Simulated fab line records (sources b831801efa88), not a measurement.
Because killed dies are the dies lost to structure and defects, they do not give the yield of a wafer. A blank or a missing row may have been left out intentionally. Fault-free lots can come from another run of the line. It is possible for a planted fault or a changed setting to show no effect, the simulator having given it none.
Which tool did it? || flow sky130 || 12 lots with 36 wafers sampled at 4 steps, on a route of 708 steps

## WHAT THE GAUGES READ, wafer by wafer
SKY_NWELL_TW_MEAS_26.
{"lot": "L404", "measured": "day 5 08:51", "on": "film-metro-02", "NWELL_2_TW": "499 499 500"}
{"lot": "L406", "measured": "day 5 19:59", "on": "film-metro-01", "NWELL_2_TW": "495 497 500"}
{"lot": "L407", "measured": "day 6 03:45", "on": "film-metro-01", "NWELL_2_TW": "496 494 495"}
{"lot": "L409", "measured": "day 6 14:12", "on": "film-metro-02", "NWELL_2_TW": "497 496 497"}
{"lot": "L411", "measured": "day 7 03:43", "on": "film-metro-02", "NWELL_2_TW": "497 496 501"}
{"lot": "L412", "measured": "day 7 05:39", "on": "film-metro-03", "NWELL_2_TW": "491 492 494"}
{"lot": "L413", "measured": "day 7 19:07", "on": "film-metro-01", "NWELL_2_TW": "495 494 496"}
{"lot": "L423", "measured": "day 10 05:20", "on": "film-metro-03", "NWELL_2_TW": "552 549 552 555 549 553"}
{"lot": "L424", "measured": "day 10 10:59", "on": "film-metro-02", "NWELL_2_TW": "552 555 556 556 554 554"}
{"lot": "L425", "measured": "day 10 18:53", "on": "film-metro-03", "NWELL_2_TW": "491 492 492"}
{"lot": "L426", "measured": "day 10 20:55", "on": "film-metro-02", "NWELL_2_TW": "494 495 497"}
{"lot": "L427", "measured": "day 11 03:18", "on": "film-metro-02", "NWELL_2_TW": "497 499 498"}

SKY_VT_ADJUST_LVTN_OVL_MEAS_18.
{"lot": "L404", "measured": "day 7 19:05", "on": "overlay-01", "VT_ADJUST_LVTN_01_OVL (nm)": "-1.5 -0.7 -0.9"}
{"lot": "L406", "measured": "day 8 08:02", "on": "overlay-02", "VT_ADJUST_LVTN_01_OVL (nm)": "1.1 1.4 0.7"}
{"lot": "L407", "measured": "day 8 16:17", "on": "overlay-02", "VT_ADJUST_LVTN_01_OVL (nm)": "2.1 1.9 1.3"}
{"lot": "L409", "measured": "day 9 02:47", "on": "overlay-01", "VT_ADJUST_LVTN_01_OVL (nm)": "-0.2 -0.3 -0.2"}
{"lot": "L411", "measured": "day 9 18:20", "on": "overlay-01", "VT_ADJUST_LVTN_01_OVL (nm)": "-0.4 -0.7 -1.0"}
{"lot": "L412", "measured": "day 9 22:32", "on": "overlay-02", "VT_ADJUST_LVTN_01_OVL (nm)": "3.2 2.2 1.9"}
{"lot": "L413", "measured": "day 10 11:35", "on": "overlay-01", "VT_ADJUST_LVTN_01_OVL (nm)": "-2.5 -0.6 -2.8"}
{"lot": "L423", "measured": "day 13 08:06", "on": "overlay-02", "VT_ADJUST_LVTN_01_OVL (nm)": "1.1 -0.2 1.5"}
{"lot": "L424", "measured": "day 13 12:39", "on": "overlay-01", "VT_ADJUST_LVTN_01_OVL (nm)": "0.6 1.5 2.3"}
{"lot": "L425", "measured": "day 13 20:53", "on": "overlay-01", "VT_ADJUST_LVTN_01_OVL (nm)": "1.2 0.8 1.2"}
{"lot": "L426", "measured": "day 14 00:02", "on": "overlay-01", "VT_ADJUST_LVTN_01_OVL (nm)": "-0.1 0.2 0.5"}
{"lot": "L427", "measured": "day 14 06:50", "on": "overlay-01", "VT_ADJUST_LVTN_01_OVL (nm)": "-0.1 1.6 -1.9"}

SKY_VT_ADJUST_PCH_OVL_MEAS_07.
{"lot": "L404", "measured": "day 10 12:02", "on": "overlay-01", "VT_ADJUST_PCH_OVL (nm)": "-0.9 0.2 0.8"}
{"lot": "L406", "measured": "day 11 01:47", "on": "overlay-01", "VT_ADJUST_PCH_OVL (nm)": "-0.3 -0.2 -1.3"}
{"lot": "L407", "measured": "day 11 11:23", "on": "overlay-01", "VT_ADJUST_PCH_OVL (nm)": "-1.4 -1.4 -0.7"}
{"lot": "L409", "measured": "day 12 01:25", "on": "overlay-01", "VT_ADJUST_PCH_OVL (nm)": "-0.9 -0.2 -0.9"}
{"lot": "L411", "measured": "day 12 17:56", "on": "overlay-01", "VT_ADJUST_PCH_OVL (nm)": "0.5 0.1 -0.3"}
{"lot": "L412", "measured": "day 12 23:14", "on": "overlay-01", "VT_ADJUST_PCH_OVL (nm)": "1.5 1.9 0.9"}
{"lot": "L413", "measured": "day 13 13:17", "on": "overlay-01", "VT_ADJUST_PCH_OVL (nm)": "0.2 -0.6 0.4"}
{"lot": "L423", "measured": "day 16 17:37", "on": "overlay-01", "VT_ADJUST_PCH_OVL (nm)": "0.2 0.1 1.8"}
{"lot": "L424", "measured": "day 16 23:40", "on": "overlay-02", "VT_ADJUST_PCH_OVL (nm)": "0.2 0.5 -1.5"}
{"lot": "L425", "measured": "day 17 08:49", "on": "overlay-02", "VT_ADJUST_PCH_OVL (nm)": "1.9 2.6 2.5"}
{"lot": "L426", "measured": "day 17 11:50", "on": "overlay-01", "VT_ADJUST_PCH_OVL (nm)": "-0.9 0.0 -0.8"}
{"lot": "L427", "measured": "day 17 18:47", "on": "overlay-01", "VT_ADJUST_PCH_OVL (nm)": "1.6 0.6 0.7"}

## WHAT TOOL EACH LOT RAN ON (gives the tool, then ch and the chambers of the sampled wafers, and finally the start)
{"lot": "L404", "SKY_NWELL_IMPLANT_24": "implanter-01 ch 0, day 5 08:36"}
{"lot": "L406", "SKY_NWELL_IMPLANT_24": "implanter-01 ch 0, day 5 19:44"}
{"lot": "L407", "SKY_NWELL_IMPLANT_24": "implanter-01 ch 0, day 6 03:30"}
{"lot": "L409", "SKY_NWELL_IMPLANT_24": "implanter-03 ch 0, day 6 13:57"}
{"lot": "L411", "SKY_NWELL_IMPLANT_24": "implanter-04 ch 0, day 7 03:29"}
{"lot": "L412", "SKY_NWELL_IMPLANT_24": "implanter-03 ch 0, day 7 05:24"}
{"lot": "L413", "SKY_NWELL_IMPLANT_24": "implanter-03 ch 0, day 7 18:52"}
{"lot": "L423", "SKY_NWELL_IMPLANT_24": "implanter-03 ch 0, day 10 05:08"}
{"lot": "L424", "SKY_NWELL_IMPLANT_24": "implanter-03 ch 0, day 10 10:46"}
{"lot": "L425", "SKY_NWELL_IMPLANT_24": "implanter-04 ch 0, day 10 18:39"}
{"lot": "L426", "SKY_NWELL_IMPLANT_24": "implanter-01 ch 0, day 10 20:41"}
{"lot": "L427", "SKY_NWELL_IMPLANT_24": "implanter-04 ch 0, day 11 03:03"}
- SKY_NWELL_IMPLANT_24

## AS READ BY THE TOOLS THEMSELVES (means over the sampled wafers that have a number; for cases with no such wafer, the mark the record gives instead)
SKY_NWELL_IMPLANT_24.
{"lot": "L404", "tool": "implanter-01", "beam-energy-keV": 137.90, "dose-ions-cm2": 9.208e+12, "faraday-current-uA": 51.9}
{"lot": "L406", "tool": "implanter-01", "beam-energy-keV": 137.89, "dose-ions-cm2": 9.214e+12, "faraday-current-uA": 51.7}
{"lot": "L407", "tool": "implanter-01", "beam-energy-keV": 137.90, "dose-ions-cm2": 9.201e+12, "faraday-current-uA": 52.5}
{"lot": "L409", "tool": "implanter-03", "beam-energy-keV": 137.90, "dose-ions-cm2": 9.207e+12, "faraday-current-uA": 53.1}
{"lot": "L411", "tool": "implanter-04", "beam-energy-keV": 137.87, "dose-ions-cm2": 9.204e+12, "faraday-current-uA": 52.9}
{"lot": "L412", "tool": "implanter-03", "beam-energy-keV": 137.89, "dose-ions-cm2": 9.203e+12, "faraday-current-uA": 51.9}
{"lot": "L413", "tool": "implanter-03", "beam-energy-keV": 137.98, "dose-ions-cm2": 9.205e+12, "faraday-current-uA": 51.1}
{"lot": "L423", "tool": "implanter-03", "beam-energy-keV": 137.85, "dose-ions-cm2": 1.331e+13, "faraday-current-uA": 75.4}
{"lot": "L424", "tool": "implanter-03", "beam-energy-keV": 137.88, "dose-ions-cm2": 1.332e+13, "faraday-current-uA": 74.3}
{"lot": "L425", "tool": "implanter-04", "beam-energy-keV": 137.91, "dose-ions-cm2": 9.200e+12, "faraday-current-uA": 53.1}
{"lot": "L426", "tool": "implanter-01", "beam-energy-keV": 137.91, "dose-ions-cm2": 9.200e+12, "faraday-current-uA": 51.4}
{"lot": "L427", "tool": "implanter-04", "beam-energy-keV": 137.85, "dose-ions-cm2": 9.193e+12, "faraday-current-uA": 52.1}

## THE ANSWER, worked out from the rows above alone
Rule: usual is defined by the lots themselves. Put in order of their means at a reading, lots are off if they are a third of the lots or fewer, leave a main group of 4 or more, and stand apart from it by a gap of 3 or more times the standard deviation of the main group's means; of several such gaps the widest counts. A main group whose means are all the same, to the digits that the tables above print for the reading, isn't used. Also off: a lot with no number at a reading for which 4 or more lots have one. The other lots that the step has rows for count as sound. After the gauges, taken in route order, come the tools' own readings; for these a lot's mean is taken, as printed above. The first step at which some lot is off is used, and at that step the reading that is off furthest; a lot without a number counts as furthest.
Off: L423, L424, at SKY_NWELL_TW_MEAS_26 (NWELL_2_TW). The main group has a mean of 496 with a standard deviation of 2.4.
If a tool, at a process step before that reading, ran all the lots that are off and no sound lot after the first of them, it fits. The gauges at SKY_NWELL_TW_MEAS_26 aren't tried: what is off there is off at SKY_NWELL_IMPLANT_24 too, on other tools, and a gauge's error can't cause that. One candidate fits, namely implanter-03 at SKY_NWELL_IMPLANT_24. A fault onset in the window from L413 (day 7 18:52, its last sound lot) to L423 (day 10 05:08, its first lot off) fits.
The tool's own readings at SKY_NWELL_IMPLANT_24 bear it out: on the lots that are off they differ by more than 5 times the standard deviation of the sound lots' means. dose-ions-cm2 reads 1.332e+13 there against 9.204e+12 on the sound lots; faraday-current-uA reads 74.8 there against 52.2 on the sound lots.

## WHAT THE SIMULATOR HAD INSERTED
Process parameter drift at SKY_NWELL_IMPLANT_24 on implanter-03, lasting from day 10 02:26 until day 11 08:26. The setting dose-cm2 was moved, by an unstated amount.
Shown lots that were struck: L423, L424. Same finding as the rule above.
